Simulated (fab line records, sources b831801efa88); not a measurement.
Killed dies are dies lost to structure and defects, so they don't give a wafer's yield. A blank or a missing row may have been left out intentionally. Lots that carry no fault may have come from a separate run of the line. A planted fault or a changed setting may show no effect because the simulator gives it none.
A struck lot beside a sound one + flow sky130 + 14 steps out of a route of 708
Sound: wafers L567.1, L567.3, L567.4. Wafers L569.3, L569.4, L569.6 were the ones struck. The cause is named last.
Per side, at each step with rows, come the tool, then ch with its chambers, and then its first start. Under that, the readings that differ: sound wafers + struck wafers + difference of the means + sigmas: that difference in standard deviations of wafers without a fault.
alike: same words and numbers on both sides, and readings whose means sit less than 2 such deviations apart. not compared: any withheld reading, any reading some wafer has no value for, any bound like >300 that may hide the same value, and any number with overlapping values for which the record gives no deviation.
The two part at a step that has a row with sigmas, a row that says differs or no value, or rows on one side only. Numbers that have no deviation but don't overlap get no sigmas and don't part them. Lack of a reading on every wafer of one side parts them only where that side has two or more wafers.

first, 2 steps without rows for these wafers: SKY_RES_PROTECT_DEVELOP_06 (develop time 60 s); SKY_POLY_GATE_IMPLANT_02.
SKY_RES_PROTECT_STRIP_07: strips in O2/N2.
  sound on plasma_asher-02 ch 0,1, day 20 00:47; struck on plasma_asher-01 ch 0,1, day 20 13:38
| reading                      | sound             | struck            | difference | sigmas |
|------------------------------|-------------------|-------------------|------------|--------|
| strip_time_to_endpoint_s (s) | 23.34 23.33 23.37 | 23.23 23.21 23.27 | -0.11      | -2     |
  alike: drypump_motor_current_A, oes_product_au
  not compared: rf_hours_counter_h
SKY_RES_PROTECT_TW_MEAS_08:
  sound on film_metro-02, day 20 00:53; struck on film_metro-03, day 20 13:43
  alike: POLY_GATE_TW
then, 2 steps without rows for these wafers: SKY_RES_PROTECT_CLEAN_09 (cleans in SC1/SC2, time 150 s); SKY_POLY_GATE_CVD_03 (deposits Si3N4 from DCS/NH3, target thk 75 nm, time 1290 s).
SKY_POLY_GATE_THK_MEAS_04:
  sound on film_metro-04, day 20 02:59; struck on film_metro-04, day 20 15:11
  alike: POLY_GATE_CVD_03_THK
then, 5 steps without rows for these wafers: SKY_POLY_GATE_DEHYDRATE_05 (time 60 s); SKY_POLY_GATE_HMDS_06 (prime time 60 s); SKY_POLY_GATE_COAT_07 (resist thk 110 nm); SKY_POLY_GATE_COAT_08 (resist thk 450 nm); SKY_POLY_GATE_SOFTBAKE_09 (time 90 s).
SKY_POLY_GATE_EXPOSE_10: exposes mask P1M, target cd 150 nm.
  struck on krf_scanner-01, day 21 07:19; sound on krf_scanner-02 ch 0, day 20 18:51
  no value came back on the struck wafers for exposure_dose_mJ_cm2, focus_offset_nm (nm), stage_vel_mm_s (mm/s); on the sound wafers exposure_dose_mJ_cm2 reads 27.99 27.96 27.98
  alike: mask
then, 1 step without rows for these wafers: SKY_POLY_GATE_PEB_11.

== WHERE THEY PART ==
At SKY_RES_PROTECT_STRIP_07 first; at SKY_POLY_GATE_EXPOSE_10 last (within this record only).

WHY: what the simulator had put in
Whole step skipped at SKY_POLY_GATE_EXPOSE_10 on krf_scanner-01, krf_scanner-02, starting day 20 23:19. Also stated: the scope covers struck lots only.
